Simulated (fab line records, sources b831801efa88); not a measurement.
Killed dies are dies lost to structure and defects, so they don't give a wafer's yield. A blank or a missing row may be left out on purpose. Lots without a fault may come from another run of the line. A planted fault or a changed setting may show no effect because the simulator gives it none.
fab line records | flow sky130
record lots=6 wafers=18 last_day=50
route steps=708 shown CONTACT@411 METAL1@434 PAD_OPEN@708
lots that met no fault: from a run of the same line without faults
start_h: hours from the record's first day to the start of the lot's first wafer shown | wait_h: hours since the lot's step before | " the same as in the row above | L1.1+2: a row that stands for several wafers | - no value, or no start given | * or withheld: withheld | < > ~ a bound
route shown NAME@n: a module of which the file shows steps, and the number in the route of the first | usual: mean/standard deviation of fault-free wafers | same: alike in all rows | chamber/n: place in a boat | sites: the reading at each site | _std_site: their standard deviation | _edge_site: outer sites' mean less inner sites' | radius_mm: how far each site lies from the wafer's centre | mask NAME#n: copy n | behind: the tool/chamber that last shaped the wafer | hold: why the lot was held/for how many hours/how that ended | device: the transistor (n, p or np) that didn't switch | end of line: the same wafers' tests at the end of the route | a step without rows: its recipe alone | killed: dies lost to structure and defects at the first sort, not the wafer's yield | map: a wafer's dies, x killed, . not, _ none there
set.NAME: the setting as run; set.NAME@STEP: as run at that earlier step | model.NAME: the simulator's own value behind a step, which no gauge read
lots at some steps of the route; a table a step, a row a wafer
services: from which hour (start_h, from the record's first day; less than 0 if before it) a tool's chamber was out of use, for how many hours, and why
## steps
# step SKY_CONTACT_BOW_MEAS_05
# recipe mode=bow
# usual CONTACT_BOW=83/6.9
# columns lot.wafer tool chamber start_h wait_h CONTACT_BOW[um]
L213.2 film_metro-04 - 744.81 0.2 75
L213.3 " - " " 82
L213.6 " - " " 72
L223.1 film_metro-02 - 825.75 0.2 85
L223.4 " - " " 81
L223.5 " - " " 77
L224.3 film_metro-02 - 826.97 0.2 68
L224.4 " - " " 73
L224.6 " - " " 79
L226.1 film_metro-04 - 842.80 0.2 89
L226.2 " - " " 82
L226.3 " - " " 75
L230.1 film_metro-04 - 868.79 0.1 84
L230.3 " - " " 89
L230.4 " - " " 90
L231.2 film_metro-04 - 881.74 0.1 77
L231.3 " - " " 76
L231.6 " - " " 82
# step SKY_CONTACT_DEHYDRATE_06
# recipe temp_c=200 time_s=60
# step SKY_CONTACT_HMDS_07
# recipe prime_time_s=60 prime_temp_c=120
# step SKY_CONTACT_COAT_08
# recipe resist=BARC temp_c=withheld time_s=withheld spin_rpm=3000 resist_thk_nm=60
# step SKY_CONTACT_COAT_09
# recipe resist=KrF-thick spin_rpm=3058 resist_thk_nm=450
# step SKY_CONTACT_SOFTBAKE_10
# recipe temp_c=100 time_s=90 resist=KrF-thick
# step SKY_CONTACT_EXPOSE_11
# recipe mask_id=CTM1 na=0.8 source_shape=annular sigma_inner=0.55 sigma_outer=0.85 target_cd_nm=170 dose_mj=38
# step SKY_CONTACT_PEB_12
# recipe peb_temp_c=withheld peb_time_s=withheld resist=KrF-thick
# step SKY_CONTACT_DEVELOP_13
# recipe develop_time_s=60 resist=KrF-thick dev_temp_c=21
# step SKY_CONTACT_CD_MEAS_14
# recipe target_cd_nm=170
# usual cd_nm=170.2/1.4
# columns lot.wafer tool chamber start_h wait_h cd_nm
L213.2 cd_sem-02 - 772.09 - 169.3
L213.3 " - " " 168.6
L213.6 " - " " 171.1
L223.1 cd_sem-02 - 851.94 - 170.6
L223.4 " - " " 171.1
L223.5 " - " " 170.5
L224.3 cd_sem-01 - 853.48 - 169.7
L224.4 " - " " 169.7
L224.6 " - " " 171.5
L226.1 cd_sem-01 - 869.13 - 167.7
L226.2 " - " " 167.2
L226.3 " - " " 167.6
L230.1 cd_sem-01 - 895.38 - 170.2
L230.3 " - " " 170.9
L230.4 " - " " 170.3
L231.2 cd_sem-01 - 907.95 - 174.1
L231.3 " - " " 172.4
L231.6 " - " " 171.6
# step SKY_CONTACT_OVL_MEAS_15
# usual CONTACT_OVL=0/5.1
# columns lot.wafer tool chamber start_h wait_h CONTACT_OVL[nm]
L213.2 overlay-01 - 772.20 0.1 -2
L213.3 " - " " -2
L213.6 " - " " -3
L223.1 overlay-02 - 852.06 0.1 9
L223.4 " - " " 12
L223.5 " - " " 12
L224.3 overlay-02 - 853.57 0.1 -3
L224.4 " - " " 3
L224.6 " - " " 6
L226.1 overlay-02 - 869.25 0.1 -3
L226.2 " - " " -3
L226.3 " - " " 2
L230.1 overlay-01 - 895.50 0.1 5
L230.3 " - " " 4
L230.4 " - " " 0
L231.2 overlay-02 - 908.05 0.1 -2
L231.3 " - " " -5
L231.6 " - " " -1
# step SKY_CONTACT_ETCH_16
# recipe chemistry=N2/H2 target=BARC ion_energy_ev=200 source_w=500 bias_w=100 pressure_mtorr=30 n2_flow_sccm=100 h2_flow_sccm=200 stop_on=SiO2 time_s=45.9 target_depth_a=600
# usual bias_w=100.02/0.28 drypump_motor_current_A=5.6/0.53 oes_product_au=0.855/0.0045 throttle_valve_pct=13.225/0.0089
# columns lot.wafer tool chamber start_h wait_h bias_w drypump_motor_current_A oes_product_au rf_hours_counter_h throttle_valve_pct
L213.2 rie_diel-01 2 772.23 0.0 99.92 5.2 0.853 6 13.244
L213.3 " 0 " " 100.36 5.8 0.852 2 13.222
L213.6 " 1 " " 99.73 5.1 0.853 - 13.226
L223.1 rie_diel-01 3 852.10 0.0 99.90 6.7 0.847 15 13.216
L223.4 " 1 " " 100.23 5.2 0.849 10 13.228
L223.5 " 2 " " 100.47 5.2 0.848 - 13.234
L224.3 rie_diel-01 1 853.60 0.0 100.43 5.2 0.853 10 13.218
L224.4 " 0 " " 99.98 5.8 0.847 5 13.222
L224.6 " 2 " " 99.70 5.2 0.863 - 13.222
L226.1 rie_diel-02 3 869.28 0.0 100.15 4.8 0.852 6 13.233
L226.2 " 0 " " 100.25 5.1 0.850 6 13.231
L226.3 " 1 " " 99.59 6.4 0.852 18 13.235
L230.1 rie_diel-04 3 895.53 0.0 99.90 5.6 0.853 9 13.220
L230.3 " 1 " " 99.84 6.2 0.854 8 13.241
L230.4 " 0 " " 99.79 5.9 0.851 10 13.216
L231.2 rie_diel-02 1 908.08 0.0 99.93 6.4 0.852 19 13.225
L231.3 " 2 " " 100.15 5.4 0.848 10 13.232
L231.6 " 3 " " 100.24 4.9 0.860 - 13.212
# step SKY_CONTACT_ETCH_17
# recipe target=SiO2 chemistry=C4F8/O2/Ar stop_on=Si3N4 mask_material=KrF-thick source_w=1500 bias_w=1200 pressure_mtorr=40 c4f8_flow_sccm=withheld O2_flow_sccm=6 Ar_flow_sccm=300 time_s=withheld target_depth_a=3400
# usual bias_w=1200/3.5 oes_product_au=0.892/0.0049
# columns lot.wafer tool chamber start_h wait_h bias_w oes_product_au
L213.2 rie_diel-01 2 772.27 0.0 1202 0.894
L213.3 " 0 " " 1203 0.885
L213.6 " 1 " " 1201 0.892
L223.1 rie_diel-01 3 852.14 0.0 1200 0.889
L223.4 " 1 " " 1203 0.891
L223.5 " 2 " " 1199 0.894
L224.3 rie_diel-01 1 853.64 0.0 1201 0.888
L224.4 " 0 " " 1203 0.891
L224.6 " 2 " " 1203 0.893
L226.1 rie_diel-02 3 869.33 0.0 1193 0.889
L226.2 " 0 " " 1203 0.900
L226.3 " 1 " " 1197 0.895
L230.1 rie_diel-04 3 895.58 0.0 1206 0.891
L230.3 " 1 " " 1203 0.888
L230.4 " 0 " " 1197 0.890
L231.2 rie_diel-02 1 908.13 0.0 1202 0.887
L231.3 " 2 " " 1198 0.892
L231.6 " 3 " " 1200 0.888
# step SKY_CONTACT_ETCH_18
# recipe target=Si3N4 chemistry=CHF3/O2 stop_on=TiN source_w=600 bias_w=194.5 pressure_mtorr=40 chf3_flow_sccm=50 O2_flow_sccm=5 time_s=39 target_depth_a=750
# step SKY_CONTACT_STRIP_19
# recipe chemistry=O2/N2 power_w=1400 pressure_mtorr=1500 platen_temp_c=withheld o2_flow_sccm=3000 n2_flow_sccm=300 overash_fraction=0.5
# step SKY_CONTACT_STRIP_20
# recipe chemistry=post_etch_residue_remover time_s=1200 temp_c=72.5
# step SKY_CONTACT_CLEAN_21
# recipe chemistry=IPA time_s=180 temp_c=25
# step SKY_CONTACT_CLEAN_22
# recipe chemistry=O3/DIW dry=n2_spin
# step SKY_CONTACT_SPUTTER_23
# recipe material=TiN target_thk_nm=20 chamber_pressure_pa=5 power_w=4000 time_s=80
# step SKY_CONTACT_CVD_24
# recipe material=W target_thk_nm=340 time_s=102.12 temp_c=400 pressure_torr=40
# usual heater_power_outer_w=525/19 heater_power_w=878/25
# columns lot.wafer tool chamber start_h wait_h heater_power_outer_w heater_power_w
L213.2 cvd_w-01 1 773.01 0.0 519 858
L213.3 " 0 " " 534 891
L213.6 " 1 " " 510 865
L223.1 cvd_w-01 1 852.88 0.0 520 869
L223.4 " 0 " " 541 850
L223.5 " 0 " " 553 865
L224.3 cvd_w-02 1 854.42 0.1 495 887
L224.4 " 0 " " 525 898
L224.6 " 1 " " 495 913
L226.1 cvd_w-02 1 870.07 0.0 490 891
L226.2 " 0 " " 531 937
L226.3 " 0 " " 526 934
L230.1 cvd_w-02 1 896.32 0.0 481 904
L230.3 " 1 " " 508 925
L230.4 " 0 " " 518 917
L231.2 cvd_w-01 0 908.87 0.0 536 869
L231.3 " 0 " " 548 849
L231.6 " 0 " " 541 876
# step SKY_CONTACT_RS_MEAS_25
# recipe thk_meas_gauge=four-point-probe reads=W_of_CONTACT_CVD_24+TiN_of_CONTACT_SPUTTER_23
# usual CONTACT_W_RS=0.337/0.0046
# columns lot.wafer tool chamber start_h wait_h CONTACT_W_RS[ohm/sq]
L213.2 film_metro-01 - 773.14 0.1 0.341
L213.3 " - " " 0.344
L213.6 " - " " 0.341
L223.1 film_metro-04 - 852.99 0.1 0.336
L223.4 " - " " 0.334
L223.5 " - " " 0.336
L224.3 film_metro-02 - 854.53 0.1 0.341
L224.4 " - " " 0.341
L224.6 " - " " 0.343
L226.1 film_metro-01 - 870.18 0.1 0.344
L226.2 " - " " 0.344
L226.3 " - " " 0.339
L230.1 film_metro-02 - 896.43 0.1 0.341
L230.3 " - " " 0.340
L230.4 " - " " 0.339
L231.2 film_metro-01 - 909.00 0.1 0.333
L231.3 " - " " 0.336
L231.6 " - " " 0.337
# step SKY_CONTACT_THK_MEAS_26
# recipe thk_meas_gauge=xrf reads=W_of_CONTACT_CVD_24
# usual CONTACT_W_THK=331/6
# columns lot.wafer tool chamber start_h wait_h CONTACT_W_THK[nm]
L213.2 film_metro-01 - 773.25 0.1 329
L213.3 " - " " 324
L213.6 " - " " 329
L223.1 film_metro-04 - 853.11 0.1 338
L223.4 " - " " 338
L223.5 " - " " 338
L224.3 film_metro-02 - 854.63 0.1 322
L224.4 " - " " 322
L224.6 " - " " 319
L226.1 film_metro-01 - 870.30 0.1 326
L226.2 " - " " 327
L226.3 " - " " 328
L230.1 film_metro-02 - 896.55 0.1 319
L230.3 " - " " 323
L230.4 " - " " 323
L231.2 film_metro-01 - 909.11 0.1 333
L231.3 " - " " 332
L231.6 " - " " 329
# step SKY_CONTACT_CMP_27
# recipe stop_on=SiO2 t_overpolish_s=15 down_force_psi=3.5 platen_rpm=60 target_thk_nm=0 pad_velocity_m_s=0.94248
# step SKY_METAL1_SPUTTER_00
# recipe material=Ti target_thk_nm=15 power_w=3000 time_s=10 chamber_pressure_pa=0.4
# step SKY_METAL1_SPUTTER_01
# recipe material=TiN target_thk_nm=20 power_w=6500 time_s=16.7 chamber_pressure_pa=0.4
# usual throttle_valve_pct=30.3/0.91
# columns lot.wafer tool chamber start_h wait_h throttle_valve_pct
L213.2 pvd_sputter-04 - 773.62 0.0 30.8
L213.3 " - " " 31.2
L213.6 " - " " 31.2
L223.1 pvd_sputter-01 - 853.56 0.0 29.9
L223.4 " - " " 29.3
L223.5 " - " " 31.8
L224.3 pvd_sputter-04 - 855.00 0.0 31.1
L224.4 " - " " 31.3
L224.6 " - " " 30.7
L226.1 pvd_sputter-02 - 870.83 0.0 29.7
L226.2 " - " " 30.9
L226.3 " - " " 30.1
L230.1 pvd_sputter-04 - 896.93 0.0 28.3
L230.3 " - " " 30.9
L230.4 " - " " 31.3
L231.2 pvd_sputter-04 - 909.49 0.0 31.3
L231.3 " - " " 30.8
L231.6 " - " " 30.8
# step SKY_METAL1_SPUTTER_02
# recipe material=AlCu target_thk_nm=250 power_w=10600 time_s=13.3 chamber_pressure_pa=0.4
# step SKY_METAL1_SPUTTER_03
# recipe material=Ti target_thk_nm=5 power_w=3000 time_s=3.3 chamber_pressure_pa=0.4
# step SKY_METAL1_SPUTTER_04
# recipe material=TiN target_thk_nm=70 power_w=6500 time_s=58.3 chamber_pressure_pa=0.4
# usual throttle_valve_pct=30.3/0.92
# columns lot.wafer tool chamber start_h wait_h throttle_valve_pct
L213.2 pvd_sputter-04 - 773.69 0.0 30.9
L213.3 " - " " 31.6
L213.6 " - " " 31.5
L223.1 pvd_sputter-01 - 853.62 0.0 30.3
L223.4 " - " " 29.4
L223.5 " - " " 31.5
L224.3 pvd_sputter-04 - 855.06 0.0 31.0
L224.4 " - " " 31.0
L224.6 " - " " 30.9
L226.1 pvd_sputter-02 - 870.90 0.0 29.8
L226.2 " - " " 31.0
L226.3 " - " " 30.0
L230.1 pvd_sputter-04 - 897.00 0.0 28.2
L230.3 " - " " 31.0
L230.4 " - " " 31.2
L231.2 pvd_sputter-04 - 909.55 0.0 31.3
L231.3 " - " " 31.0
L231.6 " - " " 31.1
# step SKY_METAL1_RS_MEAS_05
# recipe thk_meas_gauge=four-point-probe reads=TiN_of_METAL1_SPUTTER_04+Ti_of_METAL1_SPUTTER_03+AlCu_of_METAL1_SPUTTER_02+TiN_of_METAL1_SPUTTER_01+Ti_of_METAL1_SPUTTER_00
# usual METAL1_ALCU_RS=0.1268/0.0012
# columns lot.wafer tool chamber start_h wait_h METAL1_ALCU_RS[ohm/sq]
L213.2 film_metro-01 - 773.76 0.0 0.1285
L213.3 " - " " 0.1277
L213.6 " - " " 0.1275
L223.1 film_metro-02 - 853.67 0.0 0.1262
L223.4 " - " " 0.1270
L223.5 " - " " 0.1258
L224.3 film_metro-03 - 855.15 0.1 0.1264
L224.4 " - " " 0.1267
L224.6 " - " " 0.1257
L226.1 film_metro-03 - 870.95 0.0 0.1261
L226.2 " - " " 0.1280
L226.3 " - " " 0.1266
L230.1 film_metro-03 - 897.05 0.0 0.1259
L230.3 " - " " 0.1268
L230.4 " - " " 0.1284
L231.2 film_metro-02 - 909.62 0.0 0.1260
L231.3 " - " " 0.1254
L231.6 " - " " 0.1255
# step SKY_METAL1_THK_MEAS_06
# recipe thk_meas_gauge=xrf reads=AlCu_of_METAL1_SPUTTER_02
# usual METAL1_ALCU_THK=249.5/2.6
# columns lot.wafer tool chamber start_h wait_h METAL1_ALCU_THK[nm]
L213.2 film_metro-01 - 773.87 0.1 246.0
L213.3 " - " " 248.1
L213.6 " - " " 248.0
L223.1 film_metro-02 - 853.79 0.1 252.5
L223.4 " - " " 249.2
L223.5 " - " " 252.0
L224.3 film_metro-03 - 855.25 0.1 249.1
L224.4 " - " " 247.6
L224.6 " - " " 247.7
L226.1 film_metro-03 - 871.07 0.1 249.7
L226.2 " - " " 246.3
L226.3 " - " " 248.4
L230.1 film_metro-03 - 897.17 0.1 248.5
L230.3 " - " " 249.1
L230.4 " - " " 244.5
L231.2 film_metro-02 - 909.73 0.1 248.6
L231.3 " - " " 251.0
L231.6 " - " " 250.6
# step SKY_METAL1_DEHYDRATE_07
# recipe temp_c=200 time_s=60
# step SKY_METAL1_HMDS_08
# recipe prime_time_s=60 prime_temp_c=120
# step SKY_METAL1_COAT_09
# recipe resist=BARC temp_c=withheld time_s=withheld spin_rpm=3000 resist_thk_nm=60
# step SKY_METAL1_COAT_10
# recipe resist=KrF-thick spin_rpm=3000 resist_thk_nm=450
# step SKY_METAL1_SOFTBAKE_11
# recipe temp_c=100 time_s=93.86 resist=KrF-thick
# step SKY_METAL1_EXPOSE_12
# recipe mask_id=MM1 na=0.8 source_shape=annular sigma_inner=0.55 sigma_outer=0.85 target_cd_nm=140 dose_mj=28
# step SKY_METAL1_PEB_13
# recipe peb_temp_c=withheld peb_time_s=withheld resist=KrF-thick
# step SKY_METAL1_DEVELOP_14
# recipe develop_time_s=60 resist=KrF-thick dev_temp_c=21
# step SKY_METAL1_CD_MEAS_15
# recipe target_cd_nm=140
# usual cd_nm=140.0/1.8
# columns lot.wafer tool chamber start_h wait_h cd_nm
L213.2 cd_sem-02 - 800.75 - 143.2
L213.3 " - " " 141.1
L213.6 " - " " 140.3
L223.1 cd_sem-01 - 880.08 - 138.9
L223.4 " - " " 139.4
L223.5 " - " " 137.6
L224.3 cd_sem-01 - 881.51 - 140.5
L224.4 " - " " 140.3
L224.6 " - " " 141.3
L226.1 cd_sem-02 - 897.13 - 140.9
L226.2 " - " " 141.0
L226.3 " - " " 140.5
L230.1 cd_sem-02 - 921.41 - 142.4
L230.3 " - " " 142.3
L230.4 " - " " 141.7
L231.2 cd_sem-02 - 934.20 - 136.5
L231.3 " - " " 136.6
L231.6 " - " " 138.0
# step SKY_METAL1_OVL_MEAS_16
# usual METAL1_OVL=-4/6
# columns lot.wafer tool chamber start_h wait_h METAL1_OVL[nm]
L213.2 overlay-02 - 800.85 0.1 -11
L213.3 " - " " -11
L213.6 " - " " -1
L223.1 overlay-02 - 880.20 0.1 4
L223.4 " - " " 5
L223.5 " - " " 4
L224.3 overlay-01 - 881.60 0.1 -7
L224.4 " - " " -8
L224.6 " - " " -11
L226.1 overlay-02 - 897.25 0.1 9
L226.2 " - " " 6
L226.3 " - " " 6
L230.1 overlay-01 - 921.53 0.1 0
L230.3 " - " " 8
L230.4 " - " " 1
L231.2 overlay-01 - 934.30 0.1 -6
L231.3 " - " " -2
L231.6 " - " " -4
# step SKY_METAL1_DESCUM_17
# recipe chemistry=O2 source_power_w=150 bias_power_w=0 pressure_mtorr=10 temp_c=40 time_s=8
# step SKY_METAL1_ETCH_18
# recipe chemistry=N2/H2 target=BARC ion_energy_ev=200 bias_w=100 pressure_mtorr=30 n2_flow_sccm=100 h2_flow_sccm=200 icp_w=500 stop_on=SiO2 time_s=45.9 target_depth_a=600
# usual bias_w=100.0/0.33 drypump_motor_current_A=6.0/0.63 oes_product_au=0.855/0.0045 throttle_valve_pct=13.225/0.0086
# columns lot.wafer tool chamber start_h wait_h bias_w drypump_motor_current_A oes_product_au rf_hours_counter_h throttle_valve_pct
L213.2 rie_metal-01 0 800.91 0.0 99.7 6.4 0.853 7 13.222
L213.3 " 1 " " 100.3 5.4 0.857 - 13.230
L213.6 " 0 " " 99.6 6.4 0.855 - 13.220
L223.1 rie_metal-04 1 880.27 0.0 99.4 5.8 0.857 11 13.224
L223.4 " 1 " " 100.3 5.8 0.850 - 13.223
L223.5 " 0 " " 99.7 6.5 0.853 - 13.232
L224.3 rie_metal-01 0 881.67 0.0 100.5 6.4 0.851 - 13.222
L224.4 " 1 " " 100.1 5.4 0.849 - 13.218
L224.6 " 0 " " 100.1 6.4 0.855 - 13.216
L226.1 rie_metal-03 1 897.32 0.0 100.3 6.7 0.857 11 13.220
L226.2 " 0 " " 100.2 5.1 0.850 15 13.240
L226.3 " 0 " " 99.7 5.1 0.858 - 13.236
L230.1 rie_metal-01 1 921.60 0.0 99.9 5.4 0.862 4 13.234
L230.3 " 0 " " 99.5 6.4 0.854 - 13.226
L230.4 " 1 " " 100.2 5.4 0.864 - 13.221
L231.2 rie_metal-03 1 934.37 0.0 99.6 6.8 0.851 13 13.231
L231.3 " 1 " " 99.6 6.8 0.852 - 13.207
L231.6 " 1 " " 99.7 6.8 0.851 - 13.237
# step SKY_PAD_OPEN_PROBE_99
# usual killed_at_M0_to_M3=43/6.5 killed_at_M4_up=3.2/1.9 killed_at_contacts=25/5.5 killed_at_front_end=14/4.2 killed_at_other=0.2/0.44 killed_dies=85/8.5 killed_open=47/7 killed_short=39/6.3
# same gross_dies=492 killed_at_back_side=0
# columns lot.wafer tool chamber start_h wait_h hold killed_at_M0_to_M3 killed_at_M4_up killed_at_contacts killed_at_front_end killed_at_other killed_dies killed_open killed_short
L213.2 prober-01 - 1108.70 0.1 - 43 4 22 7 1 77 36 41
L213.3 prober-01 - 1108.75 0.2 - 46 2 23 8 0 79 40 39
L213.6 prober-01 - 1108.90 0.2 - 46 2 18 11 0 77 39 38
L223.1 prober-01 - 1165.48 0.1 await_dispo/4.2h/release 51 5 19 10 0 85 47 38
L223.4 prober-01 - 1165.63 0.2 await_dispo/4.2h/release 50 2 74 9 0 135 38 41
L223.5 prober-01 - 1165.68 0.2 await_dispo/4.2h/release 51 6 23 13 0 93 53 40
L224.3 prober-02 - 1166.37 0.2 await_dispo/7.1h/release 32 0 85 13 0 130 38 26
L224.4 prober-02 - 1166.42 0.2 await_dispo/7.1h/release 56 2 23 17 0 98 68 30
L224.6 prober-02 - 1166.52 0.2 await_dispo/7.1h/release 37 2 27 21 0 87 47 40
L226.1 prober-02 - 1178.40 0.1 - 44 4 27 18 0 93 50 43
L226.2 prober-02 - 1178.45 0.1 - 44 1 25 14 0 84 41 43
L226.3 prober-02 - 1178.50 0.2 - 40 1 37 15 0 93 51 42
L230.1 prober-02 - 1193.10 0.1 - 44 5 30 18 0 97 50 47
L230.3 prober-02 - 1193.20 0.2 - 37 1 33 22 1 94 45 49
L230.4 prober-02 - 1193.25 0.2 - 42 5 30 14 0 91 50 41
L231.2 prober-01 - 1201.74 0.1 - 44 5 20 11 0 80 44 36
L231.3 prober-01 - 1201.79 0.2 - 57 3 17 17 1 95 48 47
L231.6 prober-01 - 1201.94 0.2 - 47 1 24 13 1 86 55 31
# killed by level:class
L213.2 CONTACT:geometric_particle:open=9 VIA1:geometric_particle:short=9 VIA1:geometric_particle:open=8 LI_CONTACT:geometric_particle:open=5 CONTACT:geometric_particle:short=5 VIA2:geometric_particle:open=5 METAL1:geometric_particle:short=5 VIA2:geometric_particle:short=4
L213.3 VIA1:geometric_particle:open=10 CONTACT:geometric_particle:open=8 LI_CONTACT:geometric_particle:open=6 METAL1:geometric_particle:short=6 VIA1:geometric_particle:short=6 VIA3:geometric_particle:open=5 CONTACT:geometric_particle:short=5 METAL2:geometric_particle:short=5
L213.6 VIA1:geometric_particle:open=12 METAL1:geometric_particle:short=8 VIA3:geometric_particle:open=6 VIA2:geometric_particle:open=5 LI_CONTACT:geometric_particle:open=5 CONTACT:geometric_particle:open=5 CONTACT:geometric_particle:short=4 VIA1:geometric_particle:short=4
L223.1 VIA1:geometric_particle:open=20 VIA2:geometric_particle:open=9 CONTACT:geometric_particle:open=7 METAL1:geometric_particle:short=6 VIA2:geometric_particle:short=5 CONTACT:geometric_particle:short=4 VIA1:geometric_particle:short=4 METAL4:geometric_particle:short=4
L223.4 CONTACT:unspecified=56 VIA1:geometric_particle:open=13 CONTACT:geometric_particle:open=9 METAL1:geometric_particle:short=9 VIA1:geometric_particle:short=8 VIA2:geometric_particle:open=6 FIELD_ISO:geometric_particle:short=4 VIA3:geometric_particle:short=4
L223.5 VIA1:geometric_particle:open=19 CONTACT:geometric_particle:open=8 LOCAL_INTERCONNECT:geometric_particle:short=6 VIA1:geometric_particle:short=6 FIELD_ISO:geometric_particle:open=5 LI_CONTACT:geometric_particle:open=5 METAL4:geometric_particle:short=5 VIA2:geometric_particle:open=5
L224.3 CONTACT:unspecified=66 CONTACT:geometric_particle:open=13 METAL1:geometric_particle:short=8 VIA1:geometric_particle:open=6 POLY_GATE:geometric_particle:short=5 VIA3:geometric_particle:open=4 FIELD_ISO:geometric_particle:open=3 METAL1:geometric_particle:open=3
L224.4 VIA3:geometric_particle:open=14 CONTACT:geometric_particle:open=12 VIA2:geometric_particle:open=12 VIA1:geometric_particle:open=10 POLY_GATE:geometric_particle:open=6 LI_CONTACT:geometric_particle:open=6 VIA1:geometric_particle:short=5 POLY_GATE:geometric_particle:short=4
L224.6 CONTACT:geometric_particle:open=12 FIELD_ISO:geometric_particle:open=8 VIA1:geometric_particle:short=8 VIA1:geometric_particle:open=8 LI_CONTACT:geometric_particle:open=6 POLY_GATE:geometric_particle:short=5 METAL2:geometric_particle:short=5 LOCAL_INTERCONNECT:geometric_particle:short=4
L226.1 CONTACT:geometric_particle:open=12 CONTACT:geometric_particle:short=10 VIA3:geometric_particle:open=8 FIELD_ISO:geometric_particle:open=6 VIA1:geometric_particle:open=6 VIA2:geometric_particle:short=5 FIELD_ISO:geometric_particle:short=4 METAL1:geometric_particle:open=4
L226.2 CONTACT:geometric_particle:open=13 METAL2:geometric_particle:short=7 VIA1:geometric_particle:short=6 VIA2:geometric_particle:short=6 VIA1:geometric_particle:open=6 FIELD_ISO:geometric_particle:short=5 VIA3:geometric_particle:open=5 METAL1:geometric_particle:short=4
L226.3 CONTACT:geometric_particle:open=13 CONTACT:geometric_particle:short=11 VIA1:geometric_particle:open=10 LOCAL_INTERCONNECT:geometric_particle:short=7 VIA1:geometric_particle:short=7 METAL2:geometric_particle:short=7 POLY_GATE:geometric_particle:open=6 VIA2:geometric_particle:open=6
L230.1 LI_CONTACT:geometric_particle:open=14 METAL2:geometric_particle:short=8 VIA3:geometric_particle:open=8 POLY_GATE:geometric_particle:short=7 VIA1:geometric_particle:open=7 LOCAL_INTERCONNECT:geometric_particle:short=5 VIA2:geometric_particle:open=5 LI_CONTACT:geometric_particle:short=4
L230.3 LI_CONTACT:geometric_particle:open=11 CONTACT:geometric_particle:open=8 METAL2:geometric_particle:short=7 VIA1:geometric_particle:open=7 POLY_GATE:geometric_particle:short=6 VIA2:geometric_particle:short=6 FIELD_ISO:geometric_particle:open=5 POLY_GATE:geometric_particle:open=5
L230.4 CONTACT:geometric_particle:open=11 LI_CONTACT:geometric_particle:open=9 VIA1:geometric_particle:open=9 METAL1:geometric_particle:short=7 VIA2:geometric_particle:open=6 FIELD_ISO:geometric_particle:open=5 METAL2:geometric_particle:short=5 CONTACT:geometric_particle:short=5
L231.2 VIA1:geometric_particle:open=10 VIA3:geometric_particle:open=9 LI_CONTACT:geometric_particle:short=7 VIA2:geometric_particle:open=6 METAL1:geometric_particle:short=5 CONTACT:geometric_particle:open=5 POLY_GATE:geometric_particle:short=4 LI_CONTACT:geometric_particle:open=4
L231.3 VIA1:geometric_particle:open=14 METAL2:geometric_particle:short=8 VIA2:geometric_particle:open=7 VIA1:geometric_particle:short=6 CONTACT:geometric_particle:open=5 VIA3:geometric_particle:open=5 FIELD_ISO:geometric_particle:open=4 POLY_GATE:geometric_particle:short=4
L231.6 VIA1:geometric_particle:open=17 CONTACT:geometric_particle:open=9 LI_CONTACT:geometric_particle:open=7 METAL1:geometric_particle:short=7 POLY_GATE:geometric_particle:open=5 VIA2:geometric_particle:open=5 FIELD_ISO:geometric_particle:short=3 FIELD_ISO:geometric_particle:open=3
# map L223.4 (x killed, . not)
__________x.....x..._________
________..xx.....xx..._______
______...xx............._____
_____.....x.x.x...x......____
____....................x.___
___.......x.x..x....xxx..x.__
__..x......................x_
_x....x..x.......x..x.x...x..
_....x........x......x......x
_..x....xx.xxxx.x....x.......
_.......xxxxxx........xx.....
_......xxxxxxxxxx..x..x......
_.xx..xxxxxxxxxx...x...x.....
_.....xx.xxxxxx.xxx.x.x...x..
_......xxxxxxxx.x...........x
__..x...xxxx.x.xx.........x._
___.x...xx.xx.x.x..xx...x.x__
____......x.xxx........x..___
_____..........x.........____
______....x....x........_____
________x............._______
__________.xx.xxx..x_________
# map L224.3 (x killed, . not)
__________..x......._________
________.....xx......x_______
______.....x...........x_____
_____.x..xx.........xxx..____
____.......x...........x.x___
___..........x......xx.....__
__...........xx......x.....x_
_...x.......x...............x
_......x.x..x...x....x.....x.
_.x.....x..x.xx.......xxx....
_........xxxxxx.....x..x.....
_.....xxxxxxxxxx.............
_......xxxxxxxxxx...x..x.....
_..x..xxxxxxxxxxx............
_.....xxxxxxxxxx......x......
__...xxxxxxxxx.x..x.x......._
___x..xxxxxx.xx.......x....__
____...x......x.....x.....___
_____.....x.x.x...x.x....____
______....x.x.x..x.....x_____
________..x.......x..._______
__________x........._________
## services
# columns tool chamber start_h hours kind
rie_diel-04 2 752.87 26.1 repair
rie_metal-03 0 757.37 14.0 repair
rie_diel-02 - 762.29 1.6 repair
pvd_sputter-02 - 768.48 8.8 repair
rie_diel-02 - 775.32 0.4 repair
pvd_sputter-04 - 798.90 3.5 repair
pvd_sputter-04 - 803.31 2.1 repair
rie_metal-01 1 806.25 - clean
rie_metal-01 1 806.25 22.2 scheduled_down
rie_metal-01 0 818.11 8.5 repair
cvd_w-02 1 824.78 15.4 repair
pvd_sputter-04 0 866.19 - consumable_replace:kit
pvd_sputter-04 0 866.19 18.0 scheduled_down
pvd_sputter-04 0 866.19 18.0 vent_cycle
pvd_sputter-04 - 873.00 7.7 repair
rie_metal-01 - 875.60 3.3 repair
cvd_w-02 0 876.78 1.5 repair
rie_diel-01 - 886.20 6.2 repair
rie_diel-02 1 892.96 12.4 repair
cvd_w-02 1 894.38 1.9 repair
rie_diel-01 3 896.82 4.5 repair
rie_diel-01 - 903.82 1.2 repair
cvd_w-02 - 904.00 14.0 pm
rie_diel-04 1 924.52 6.0 repair
## key
first_sign step=SKY_PAD_OPEN_PROBE_99 reading=killed_at_contacts direction=up sigmas=9.9 usual=25 struck=80
effect step=SKY_PAD_OPEN_PROBE_99 reading=killed_dies direction=up sigmas=5.6 usual=85 struck=132
met_at SKY_CONTACT_ETCH_17
struck_wafers L223.4,L224.3
tester_left_out L223,L224
onset_between 772.27 852.14
fault kind=chamber_particle_source tool=rie_diel-01 chamber=1 onset_h=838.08 steps=SKY_CONTACT_ETCH_17 rate_per_visit_cm2=1.2083 end_h=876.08
# tester_left_out: of these lots the tester's yield and bins aren't shown, on N5 and GAA mostly nor the transistor test; their killed dies are dies lost to structure and defects alone, not to doping, threshold or leakage, so they don't give the yield
